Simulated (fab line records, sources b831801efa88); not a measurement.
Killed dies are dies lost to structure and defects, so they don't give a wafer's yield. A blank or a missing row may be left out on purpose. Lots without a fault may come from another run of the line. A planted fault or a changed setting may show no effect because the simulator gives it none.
Which tool did it? | flow sky130 | 13 lots, 39 wafers sampled, at 5 steps of a route of 708

WHAT THE GAUGES READ, wafer by wafer
SKY_PWDE_OVL_MEAS_07. Usual: PWDE_OVL 0.0 nm, standard deviation 1.4.
lot  | measured    | on         | PWDE_OVL (nm)  | flag
L477 | day 3 20:00 | overlay-01 | -2.3 -2.1 -0.7 |
L479 | day 4 09:24 | overlay-01 | 2.0 0.4 0.1    |
L481 | day 4 18:38 | overlay-02 | 0.5 1.4 -0.6   |
L482 | day 5 01:56 | overlay-01 | -0.5 -2.7 -1.4 |
L485 | day 5 17:59 | overlay-01 | 1.3 0.4 -0.3   |
L489 | day 6 15:15 | overlay-01 | -1.7 -1.8 -2.1 |
L490 | day 6 19:12 | overlay-02 | -1.4 -1.3 -2.2 |
L493 | day 7 12:32 | overlay-01 | 0.4 -0.2 -0.4  |
L494 | day 8 00:44 | overlay-02 | 2.2 1.0 1.5    |
L495 | day 8 07:08 | overlay-02 | -0.3 0.3 -2.0  |
L498 | day 8 19:23 | overlay-01 | -0.2 -2.3 -2.1 |
L499 | day 8 23:53 | overlay-02 | -2.7 -1.3 -1.6 |
L500 | day 9 09:14 | overlay-01 | 0.4 0.2 -0.3   |

SKY_NWELL_OVL_MEAS_23. Usual: NWELL_01_OVL 0.6 nm, standard deviation 1.4.
lot  | measured     | on         | NWELL_01_OVL (nm) | flag
L477 | day 5 07:08  | overlay-01 | 0.4 1.1 0.2       |
L479 | day 5 23:11  | overlay-01 | 0.9 2.3 1.2       |
L481 | day 6 07:53  | overlay-02 | 2.2 2.0 1.7       |
L482 | day 6 15:40  | overlay-02 | 1.8 2.7 4.3       |
L485 | day 7 06:26  | overlay-01 | -1.3 0.3 0.8      |
L489 | day 8 06:53  | overlay-02 | 1.9 1.1 4.6       |
L490 | day 8 10:56  | overlay-02 | -2.2 -1.0 -1.1    |
L493 | day 9 05:49  | overlay-01 | -0.9 -0.7 -0.9    |
L494 | day 9 18:23  | overlay-02 | -0.4 -0.7 0.7     |
L495 | day 10 00:10 | overlay-02 | 2.7 1.3 1.7       |
L498 | day 10 14:59 | overlay-01 | 0.5 0.7 0.7       |
L499 | day 10 19:29 | overlay-01 | 0.2 -0.8 0.2      |
L500 | day 11 06:25 | overlay-01 | -1.8 -1.7 -0.7    |

SKY_VT_ADJUST_HVTP_OVL_MEAS_08. Usual: VT_ADJUST_HVTP_OVL 1.4 nm, standard deviation 1.2.
lot  | measured     | on         | VT_ADJUST_HVTP_OVL (nm) | flag
L477 | day 6 01:31  | overlay-02 | 1.8 1.8 1.9             |
L479 | day 6 18:20  | overlay-01 | 0.6 -0.5 0.0            |
L481 | day 7 02:45  | overlay-01 | 0.6 1.3 1.4             |
L482 | day 7 10:46  | overlay-02 | 3.4 1.9 3.5             |
L485 | day 8 03:25  | overlay-02 | 2.3 3.8 3.0             |
L489 | day 9 03:31  | overlay-02 | 0.9 0.7 -0.6            |
L490 | day 9 08:23  | overlay-02 | 1.6 0.9 2.2             |
L493 | day 10 03:20 | overlay-02 | 2.4 1.8 1.1             |
L494 | day 10 17:25 | overlay-01 | 0.9 2.7 1.1             |
L495 | day 10 23:49 | overlay-01 | -0.3 0.3 -0.5           |
L498 | day 11 15:11 | overlay-01 | 1.2 2.9 1.7             |
L499 | day 11 19:46 | overlay-02 | 3.6 2.7 2.7             |
L500 | day 12 07:26 | overlay-01 | 0.2 1.3 0.7             |

SKY_VT_ADJUST_LVTN_TW_MEAS_21. Usual: VT_ADJUST_LVTN_2_TW 187.9, standard deviation 1.2.
lot  | measured     | on            | VT_ADJUST_LVTN_2_TW | flag
L477 | day 7 15:38  | film_metro-01 | 186.5 185.9 186.8   |
L479 | day 8 10:17  | film_metro-02 | 189.2 189.3 189.8   |
L481 | day 8 18:50  | film_metro-03 | 186.5 186.2 187.0   |
L482 | day 9 04:35  | film_metro-03 | 187.3 187.2 187.3   |
L485 | day 9 20:17  | film_metro-02 | 187.8 189.5 189.3   |
L489 | day 10 23:05 | film_metro-03 | 186.5 186.8 186.7   |
L490 | day 11 05:11 | film_metro-03 | 187.3 186.6 187.1   |
L493 | day 12 02:37 | film_metro-03 | 188.0 188.5 188.4   |
L494 | day 12 18:36 | film_metro-02 | 133.6 133.1 133.9   | OFF
L495 | day 12 23:40 | film_metro-01 | 133.0 132.5 132.9   | OFF
L498 | day 13 17:44 | film_metro-02 | 187.0 187.1 187.7   |
L499 | day 13 22:23 | film_metro-02 | 187.9 188.2 187.6   |
L500 | day 14 10:10 | film_metro-02 | 189.1 188.8 189.7   |

WHICH TOOL RAN EACH LOT (tool, then ch and the chambers of the sampled wafers, then the start)
lot  | SKY_VT_ADJUST_LVTN_IMPLANT_19
L477 | implanter-04 ch 0, day 7 15:23
L479 | implanter-04 ch 0, day 8 10:02
L481 | implanter-03 ch 0, day 8 18:35
L482 | implanter-03 ch 0, day 9 04:22
L485 | implanter-04 ch 0, day 9 20:04
L489 | implanter-04 ch 0, day 10 22:50
L490 | implanter-01 ch 0, day 11 04:56
L493 | implanter-03 ch 0, day 12 02:23
L494 | implanter-03 ch 0, day 12 18:23
L495 | implanter-03 ch 0, day 12 23:25
L498 | implanter-01 ch 0, day 13 17:29
L499 | implanter-04 ch 0, day 13 22:10
L500 | implanter-04 ch 0, day 14 09:56
- SKY_VT_ADJUST_LVTN_IMPLANT_19

WHAT THE TOOLS THEMSELVES READ (means of the sampled wafers that have a number; where no wafer has one, the mark that the record gives instead)
SKY_VT_ADJUST_LVTN_IMPLANT_19. Usual: dose_ions_cm2 6.5e+11, standard deviation 7e+08; faraday_current_uA 3.66, standard deviation 0.073.
lot  | tool         | dose_ions_cm2 | faraday_current_uA | flag
L477 | implanter-04 | 6.5e+11       | 3.63               |
L479 | implanter-04 | 6.5e+11       | 3.77               |
L481 | implanter-03 | 6.5e+11       | 3.68               |
L482 | implanter-03 | 6.5e+11       | 3.76               |
L485 | implanter-04 | 6.5e+11       | 3.65               |
L489 | implanter-04 | 6.5e+11       | 3.57               |
L490 | implanter-01 | 6.5e+11       | 3.71               |
L493 | implanter-03 | 6.5e+11       | 3.68               |
L494 | implanter-03 | 1.8e+11       | 1.02               | OFF
L495 | implanter-03 | 1.8e+11       | 1.00               | OFF
L498 | implanter-01 | 6.5e+11       | 3.58               |
L499 | implanter-04 | 6.5e+11       | 3.62               |
L500 | implanter-04 | 6.5e+11       | 3.66               |

THE ANSWER, worked out from the rows above alone
Rule: a lot is off if the mean of its wafers that have a number lies more than 3 standard deviations from the usual mean. A lot without any number at a reading at which 4 lots or more have one is off too. The other lots that the step has rows for count as sound. The gauges are gone through in route order, then the tools' own readings, and for those a lot's mean is taken as printed above. The first step at which some lot is off is used, and at that step the reading that is off furthest; a lot without a number counts as furthest.
Off: L494, L495, at SKY_VT_ADJUST_LVTN_TW_MEAS_21 (VT_ADJUST_LVTN_2_TW).
A tool fits if, at a process step before that reading, it ran every lot that is off, and no sound lot after the first of them. The gauges at SKY_VT_ADJUST_LVTN_TW_MEAS_21 aren't tried: what is off there is off at SKY_VT_ADJUST_LVTN_IMPLANT_19 too, on other tools, and a gauge's error can't cause that. One fits: implanter-03 at SKY_VT_ADJUST_LVTN_IMPLANT_19. Its last sound lot is L493 (day 12 02:23), its first lot that is off L494 (day 12 18:23): a fault that began between those two fits.
The tool's own readings at SKY_VT_ADJUST_LVTN_IMPLANT_19 bear it out: on the lots that are off they differ by more than 5 times the standard deviation of the sound lots' means. dose_ions_cm2 reads 1.8e+11 there against 6.5e+11 on the sound lots; faraday_current_uA reads 1.01 there against 3.66 on the sound lots.

WHAT THE SIMULATOR HAD PUT IN
Process parameter drift: implanter-03, from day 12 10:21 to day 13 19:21, at SKY_VT_ADJUST_LVTN_IMPLANT_19. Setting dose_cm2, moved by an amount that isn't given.
Lots struck among those shown: L494, L495. The rule above found the same.
